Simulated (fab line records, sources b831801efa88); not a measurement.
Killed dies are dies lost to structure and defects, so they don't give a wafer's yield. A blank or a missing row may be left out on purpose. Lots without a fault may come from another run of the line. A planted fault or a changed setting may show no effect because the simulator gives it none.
fab line records | flow sky130
record lots=7 wafers=21 last_day=50
route steps=708 shown RES_XHIGH@339 SD_N@342
lots that met no fault: from a run of the same line without faults
start_h: hours from the record's first day to the start of the lot's first wafer shown | wait_h: hours since the lot's step before | " the same as in the row above | L1.1+2: a row that stands for several wafers | - no value, or no start given | * or withheld: withheld | < > ~ a bound
route shown NAME@n: a module of which the file shows steps, and the number in the route of the first | usual: mean/standard deviation of fault-free wafers | same: alike in all rows | chamber/n: place in a boat | sites: the reading at each site | _std_site: their standard deviation | _edge_site: outer sites' mean less inner sites' | radius_mm: how far each site lies from the wafer's centre | mask NAME#n: copy n | behind: the tool/chamber that last shaped the wafer | hold: why the lot was held/for how many hours/how that ended | device: the transistor (n, p or np) that didn't switch | end of line: the same wafers' tests at the end of the route | a step without rows: its recipe alone | killed: dies lost to structure and defects at the first sort, not the wafer's yield | map: a wafer's dies, x killed, . not, _ none there
set.NAME: the setting as run; set.NAME@STEP: as run at that earlier step | model.NAME: the simulator's own value behind a step, which no gauge read
lots at some steps of the route; a table a step, a row a wafer
services: from which hour (start_h, from the record's first day; less than 0 if before it) a tool's chamber was out of use, for how many hours, and why
## steps
# step SKY_RES_XHIGH_IMPLANT_07
# recipe species=BF2 energy_kev=20 dose_cm2=3.6e+14 tilt_deg=0
# step SKY_RES_XHIGH_STRIP_08
# recipe chemistry=O2/N2 power_w=1400 pressure_mtorr=1500 platen_temp_c=withheld o2_flow_sccm=3000 n2_flow_sccm=300 overash_fraction=0.5
# usual chamber_pressure_mTorr=1500.1/1.5 drypump_motor_current_A=5.4/0.38 oes_product_au=0.711/0.0044 strip_time_to_endpoint_s=14.26/0.039
# columns lot.wafer tool chamber start_h wait_h chamber_pressure_mTorr drypump_motor_current_A oes_product_au rf_hours_counter_h strip_time_to_endpoint_s
L203.1 plasma_asher-02 1 716.27 0.1 1498.2 4.7 0.709 30 14.19
L203.2 " 0 " " 1499.1 5.7 0.717 30 14.18
L203.3 " 0 " " 1501.2 5.7 0.706 - 14.20
L204.3 plasma_asher-04 1 716.64 0.1 1501.5 5.7 0.708 - 14.24
L204.4 " 0 " " 1499.8 5.9 0.718 - 14.30
L204.6 " 0 " " 1500.5 5.8 0.711 - 14.29
L205.1 plasma_asher-04 0 726.21 0.1 1498.6 5.9 0.699 108 14.27
L205.3 " 1 " " 1502.0 5.8 0.712 - 14.28
L205.5 " 1 " " 1502.4 5.8 0.711 - 14.25
L214.2 plasma_asher-02 0 789.51 0.1 1500.4 5.7 0.710 37 14.28
L214.5 " 0 " " 1501.8 5.7 0.709 - 14.28
L214.6 " 1 " " 1500.4 4.7 0.704 - 14.23
L215.2 plasma_asher-01 1 790.85 0.1 1498.0 5.3 0.713 69 14.29
L215.4 " 0 " " 1498.5 5.4 0.707 - 14.28
L215.5 " 0 " " 1500.3 5.4 0.714 - 14.27
L216.2 plasma_asher-02 1 793.32 0.1 1499.1 4.7 0.714 38 14.25
L216.4 " 0 " " 1498.6 5.7 0.710 - 14.26
L216.6 " 1 " " 1500.2 4.7 0.707 - 14.21
L217.2 plasma_asher-04 0 796.02 0.1 1501.7 5.8 0.707 5 14.23
L217.4 " 1 " " 1499.8 5.8 0.713 - 14.23
L217.6 " 0 " " 1499.2 5.8 0.712 - 14.25
# step SKY_RES_XHIGH_TW_MEAS_09
# usual RES_XHIGH_TW=1650/9.9
# columns lot.wafer tool chamber start_h wait_h RES_XHIGH_TW
L203.1 film_metro-04 - 716.37 0.1 1631
L203.2 " - " " 1644
L203.3 " - " " 1637
L204.3 film_metro-02 - 716.73 0.1 1638
L204.4 " - " " 1645
L204.6 " - " " 1650
L205.1 film_metro-03 - 726.31 0.1 1659
L205.3 " - " " 1652
L205.5 " - " " 1667
L214.2 film_metro-03 - 789.62 0.1 1654
L214.5 " - " " 1667
L214.6 " - " " 1667
L215.2 film_metro-02 - 790.96 0.1 1642
L215.4 " - " " 1648
L215.5 " - " " 1648
L216.2 film_metro-04 - 793.43 0.1 1641
L216.4 " - " " 1644
L216.6 " - " " 1647
L217.2 film_metro-04 - 796.13 0.1 1651
L217.4 " - " " 1637
L217.6 " - " " 1653
# step SKY_SD_N_DEHYDRATE_00
# recipe temp_c=200 time_s=60
# step SKY_SD_N_HMDS_01
# recipe prime_time_s=60 prime_temp_c=120
# step SKY_SD_N_COAT_02
# recipe resist=NOVOLAK spin_rpm=3000 resist_thk_nm=1140
# step SKY_SD_N_SOFTBAKE_03
# recipe temp_c=90 time_s=60 resist=NOVOLAK
# step SKY_SD_N_EXPOSE_04
# recipe mask_id=NSDM na=0.6 source_shape=conventional sigma_outer=0.6 polarization=unpolarized target_cd_nm=380 dose_mj=141
# step SKY_SD_N_PEB_05
# recipe temp_c=withheld time_s=* resist=NOVOLAK
# step SKY_SD_N_DEVELOP_06
# recipe resist=NOVOLAK developer=TMAH develop_time_s=60 dev_temp_c=23
# step SKY_SD_N_CD_MEAS_07
# recipe target_cd_nm=380
# usual cd_nm=380.5/2.4
# columns lot.wafer tool chamber start_h wait_h cd_nm
L203.1 cd_sem-01 - 743.80 0.1 381.1
L203.2 " - " " 379.8
L203.3 " - " " 381.4
L204.3 cd_sem-02 - 744.00 0.1 377.6
L204.4 " - " " 378.4
L204.6 " - " " 376.7
L205.1 cd_sem-01 - 753.36 0.1 379.1
L205.3 " - " " 379.0
L205.5 " - " " 378.4
L214.2 cd_sem-01 - 815.27 0.1 381.4
L214.5 " - " " 383.5
L214.6 " - " " 381.6
L215.2 cd_sem-01 - 816.48 0.1 380.9
L215.4 " - " " 381.0
L215.5 " - " " 380.5
L216.2 cd_sem-01 - 818.38 0.1 384.1
L216.4 " - " " 386.0
L216.6 " - " " 383.1
L217.2 cd_sem-01 - 821.42 0.1 379.4
L217.4 " - " " 379.4
L217.6 " - " " 379.2
# step SKY_SD_N_OVL_MEAS_08
# usual SD_N_OVL=-0.4/1.5
# columns lot.wafer tool chamber start_h wait_h SD_N_OVL[nm]
L203.1 overlay-02 - 743.92 0.1 -1.7
L203.2 " - " " -1.8
L203.3 " - " " -0.6
L204.3 overlay-01 - 744.09 0.1 0.0
L204.4 " - " " 1.0
L204.6 " - " " -0.5
L205.1 overlay-02 - 753.48 0.1 1.6
L205.3 " - " " 0.4
L205.5 " - " " 2.4
L214.2 overlay-02 - 815.37 0.1 2.1
L214.5 " - " " 0.9
L214.6 " - " " 1.8
L215.2 overlay-01 - 816.58 0.1 -1.7
L215.4 " - " " -3.8
L215.5 " - " " -1.1
L216.2 overlay-01 - 818.48 0.1 -1.7
L216.4 " - " " -2.5
L216.6 " - " " -1.1
L217.2 overlay-01 - 821.52 0.1 -0.8
L217.4 " - " " -2.9
L217.6 " - " " -1.8
# step SKY_SD_N_IMPLANT_09
# recipe species=As energy_kev=50 dose_cm2=4e+15 tilt_deg=0
# usual beam_energy_keV=50.002/0.015
# same implant_ion_amu=75
# columns lot.wafer tool chamber start_h wait_h beam_energy_keV model.implant.rp_nm model.implant.drp_nm
L203.1 implanter-03 0 743.96 0.0 39.800 26.55 11.92
L203.2 " 0 " " 39.818 26.55 11.92
L203.3 " 0 " " 39.798 26.55 11.92
L204.3 implanter-03 0 744.31 0.2 39.796 26.77 11.92
L204.4 " 0 " " 39.814 26.77 11.92
L204.6 " 0 " " 39.829 26.77 11.92
L205.1 implanter-03 0 753.51 0.0 39.830 27.11 11.92
L205.3 " 0 " " 39.833 27.11 11.92
L205.5 " 0 " " 39.839 27.11 11.92
L214.2 implanter-01 0 815.57 0.2 50.020 32.41 14.11
L214.5 " 0 " " 49.997 32.41 14.11
L214.6 " 0 " " 50.003 32.41 14.11
L215.2 implanter-01 0 816.64 0.0 50.002 32.74 14.11
L215.4 " 0 " " 49.982 32.74 14.11
L215.5 " 0 " " 50.016 32.74 14.11
L216.2 implanter-01 0 818.54 0.0 49.991 31.44 14.11
L216.4 " 0 " " 49.998 31.44 14.11
L216.6 " 0 " " 50.003 31.44 14.11
L217.2 implanter-03 0 821.58 0.0 49.989 33.15 14.11
L217.4 " 0 " " 49.984 33.15 14.11
L217.6 " 0 " " 50.006 33.15 14.11
# step SKY_SD_N_IMPLANT_10
# recipe species=P energy_kev=20 dose_cm2=1e+14 tilt_deg=0
# step SKY_SD_N_STRIP_11
# recipe chemistry=O2/N2 power_w=1400 pressure_mtorr=1500 platen_temp_c=withheld o2_flow_sccm=3000 n2_flow_sccm=300 overash_fraction=0.5
# usual chamber_pressure_mTorr=1500.0/1.4 drypump_motor_current_A=5.7/0.31 oes_product_au=0.527/0.0036 strip_time_to_endpoint_s=22.54/0.047
# columns lot.wafer tool chamber start_h wait_h chamber_pressure_mTorr drypump_motor_current_A oes_product_au rf_hours_counter_h strip_time_to_endpoint_s
L203.1 plasma_asher-04 1 744.26 0.1 1500.7 5.8 0.550 0 21.08
L203.2 " 0 " " 1499.5 5.9 0.548 0 21.03
L203.3 " 1 " " 1501.8 5.8 0.547 - 21.03
L204.3 plasma_asher-01 1 744.59 0.1 1500.6 5.3 0.549 - 20.97
L204.4 " 0 " " 1499.2 5.4 0.550 - 21.02
L204.6 " 0 " " 1500.0 5.4 0.552 - 20.96
L205.1 plasma_asher-03 1 753.81 0.1 1502.2 5.9 0.552 85 21.03
L205.3 " 1 " " 1499.9 5.8 0.546 - 21.09
L205.5 " 0 " " 1498.2 6.2 0.549 - 21.06
L214.2 plasma_asher-04 1 815.84 0.1 1499.8 5.8 0.533 7 22.51
L214.5 " 0 " " 1497.3 5.9 0.526 - 22.51
L214.6 " 1 " " 1498.4 5.7 0.529 - 22.55
L215.2 plasma_asher-03 1 816.91 0.1 1499.4 5.9 0.525 91 22.59
L215.4 " 0 " " 1498.6 6.2 0.527 - 22.55
L215.5 " 1 " " 1499.4 5.9 0.532 - 22.55
L216.2 plasma_asher-03 0 818.81 0.1 1502.7 6.2 0.525 91 22.54
L216.4 " 1 " " 1500.5 5.9 0.521 - 22.50
L216.6 " 0 " " 1497.1 6.2 0.529 - 22.53
L217.2 plasma_asher-03 1 821.85 0.1 1499.9 5.9 0.529 92 22.59
L217.4 " 0 " " 1500.5 6.2 0.526 - 22.56
L217.6 " 0 " " 1500.7 6.2 0.528 - 22.55
# step SKY_SD_N_TW_MEAS_12
# usual SD_N_TW=4008/27
# columns lot.wafer tool chamber start_h wait_h hold SD_N_TW
L203.1 film_metro-04 - 744.36 0.1 await_dispo/0.2h/release 3771
L203.2 " - " " await_dispo/0.2h/release 3797
L203.3 " - " " await_dispo/0.2h/release 3801
L203.1 film_metro-04 - 744.60 0.2 - 3778
L203.2 " - " " - 3795
L203.3 " - " " - 3796
L204.3 film_metro-02 - 744.68 0.1 await_dispo/0.2h/release 3792
L204.4 " - " " await_dispo/0.2h/release 3783
L204.6 " - " " await_dispo/0.2h/release 3765
L204.3 film_metro-02 - 744.97 0.3 - 3775
L204.4 " - " " - 3767
L204.6 " - " " - 3761
L205.1 film_metro-02 - 753.91 0.1 await_dispo/0.2h/release 3759
L205.3 " - " " await_dispo/0.2h/release 3785
L205.5 " - " " await_dispo/0.2h/release 3789
L205.1 film_metro-02 - 754.14 0.2 - 3776
L205.3 " - " " - 3775
L205.5 " - " " - 3793
L214.2 film_metro-04 - 815.95 0.1 - 3990
L214.5 " - " " - 3997
L214.6 " - " " - 4004
L215.2 film_metro-02 - 817.02 0.1 - 4014
L215.4 " - " " - 4000
L215.5 " - " " - 4012
L216.2 film_metro-04 - 818.92 0.1 - 3970
L216.4 " - " " - 3988
L216.6 " - " " - 4033
L217.2 film_metro-03 - 821.96 0.1 - 4046
L217.4 " - " " - 4037
L217.6 " - " " - 4057
# step SKY_SD_N_RTA_14
# recipe temp_c=1075 time_s=2 idle_temp_c=650 ramp_up_c_per_s=150 ramp_down_c_per_s=90 ambient=N2
# usual lamp_power_pct=15.74/0.053 wafer_temp_C_max=1078.2/1.4
# columns lot.wafer tool chamber start_h wait_h lamp_power_pct wafer_temp_C_max
L203.1 rtp_anneal-02 0 746.62 0.0 15.73 1082.6
L203.2 " 0 " " 15.70 1076.7
L203.3 " 0 " " 15.69 1078.1
L204.3 rtp_anneal-01 0 747.40 0.0 15.71 1079.5
L204.4 " 0 " " 15.77 1078.0
L204.6 " 0 " " 15.71 1080.7
L205.1 rtp_anneal-02 0 760.99 0.0 15.78 1076.6
L205.3 " 0 " " 15.68 1078.9
L205.5 " 0 " " 15.73 1077.6
L214.2 rtp_anneal-01 0 816.06 0.0 15.67 1078.6
L214.5 " 0 " " 15.72 1077.9
L214.6 " 0 " " 15.69 1077.5
L215.2 rtp_anneal-02 0 817.20 0.0 15.80 1077.2
L215.4 " 0 " " 15.71 1078.5
L215.5 " 0 " " 15.75 1077.0
L216.2 rtp_anneal-01 0 819.03 0.0 15.72 1078.2
L216.4 " 0 " " 15.85 1076.4
L216.6 " 0 " " 15.72 1077.4
L217.2 rtp_anneal-02 0 822.07 0.0 15.75 1080.1
L217.4 " 0 " " 15.68 1077.6
L217.6 " 0 " " 15.75 1076.3
# step SKY_SD_N_RS_MEAS_16
# recipe thk_meas_gauge=four-point-probe
# usual SD_N_RS=68.50/0.11
# columns lot.wafer tool chamber start_h wait_h hold SD_N_RS[ohm/sq]
L203.1 film_metro-03 - 746.91 0.1 await_dispo/0.2h/release 76.37
L203.2 " - " " await_dispo/0.2h/release 76.51
L203.3 " - " " await_dispo/0.2h/release 76.46
L203.1 film_metro-03 - 747.19 0.3 - 76.50
L203.2 " - " " - 76.56
L203.3 " - " " - 76.50
L204.3 film_metro-02 - 747.60 0.1 await_dispo/0.2h/release 76.64
L204.4 " - " " await_dispo/0.2h/release 76.62
L204.6 " - " " await_dispo/0.2h/release 76.55
L204.3 film_metro-02 - 748.06 0.4 - 76.39
L204.4 " - " " - 76.67
L204.6 " - " " - 76.70
L205.1 film_metro-03 - 761.22 0.1 await_dispo/0.2h/release 76.49
L205.3 " - " " await_dispo/0.2h/release 76.52
L205.5 " - " " await_dispo/0.2h/release 76.42
L205.1 film_metro-03 - 761.51 0.3 - 76.36
L205.3 " - " " - 76.56
L205.5 " - " " - 76.53
L214.2 film_metro-04 - 816.25 0.1 - 68.69
L214.5 " - " " - 68.65
L214.6 " - " " - 68.37
L215.2 film_metro-03 - 817.38 0.1 - 68.45
L215.4 " - " " - 68.55
L215.5 " - " " - 68.32
L216.2 film_metro-02 - 819.22 0.1 - 68.61
L216.4 " - " " - 68.59
L216.6 " - " " - 68.38
L217.2 film_metro-04 - 822.26 0.1 - 68.47
L217.4 " - " " - 68.47
L217.6 " - " " - 68.59
## services
# columns tool chamber start_h hours kind
plasma_asher-01 - 710.08 14.6 pm
implanter-01 - 718.23 59.9 pm
plasma_asher-04 - 733.75 9.0 pm
plasma_asher-04 0 733.75 9.0 vent_cycle
plasma_asher-04 1 733.75 9.0 vent_cycle
plasma_asher-04 0 742.75 - clean
plasma_asher-04 1 742.75 - clean
plasma_asher-04 - 771.67 2.8 pm
implanter-03 - 772.25 3.4 repair
plasma_asher-01 - 776.87 2.8 pm
plasma_asher-02 - 799.19 0.6 repair
## key
first_sign step=SKY_SD_N_IMPLANT_09 reading=beam_energy_keV direction=down sigmas=99+ usual=* struck=*
effect step=SKY_SD_N_STRIP_11 reading=strip_time_to_endpoint_s direction=down sigmas=32 usual=* struck=*
effect step=SKY_SD_N_TW_MEAS_12 reading=visit direction=added
effect step=SKY_SD_N_TW_MEAS_12 reading=SD_N_TW direction=down sigmas=8.4 usual=4008 struck=3782
effect step=SKY_SD_N_RS_MEAS_16 reading=visit direction=added
effect step=SKY_SD_N_RS_MEAS_16 reading=SD_N_RS direction=up sigmas=75 usual=68.50 struck=76.51
model_effect step=SKY_SD_N_IMPLANT_09 value=implant.rp_nm without=32.21 struck=26.81
met_at SKY_SD_N_IMPLANT_09
struck_wafers L203.1,L203.2,L203.3,L204.3,L204.4,L204.6,L205.1,L205.3,L205.5
scrapped_behind SKY_SD_N_RS_MEAS_16 L203.1,L203.2,L203.3,L204.3,L204.4,L204.6,L205.1,L205.3,L205.5
fault kind=process_parameter_drift tool=implanter-03 chamber=- onset_h=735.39 steps=SKY_SD_N_IMPLANT_09 channel=energy_kev offset=* shape=step end_h=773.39 acts_in=* stated=*
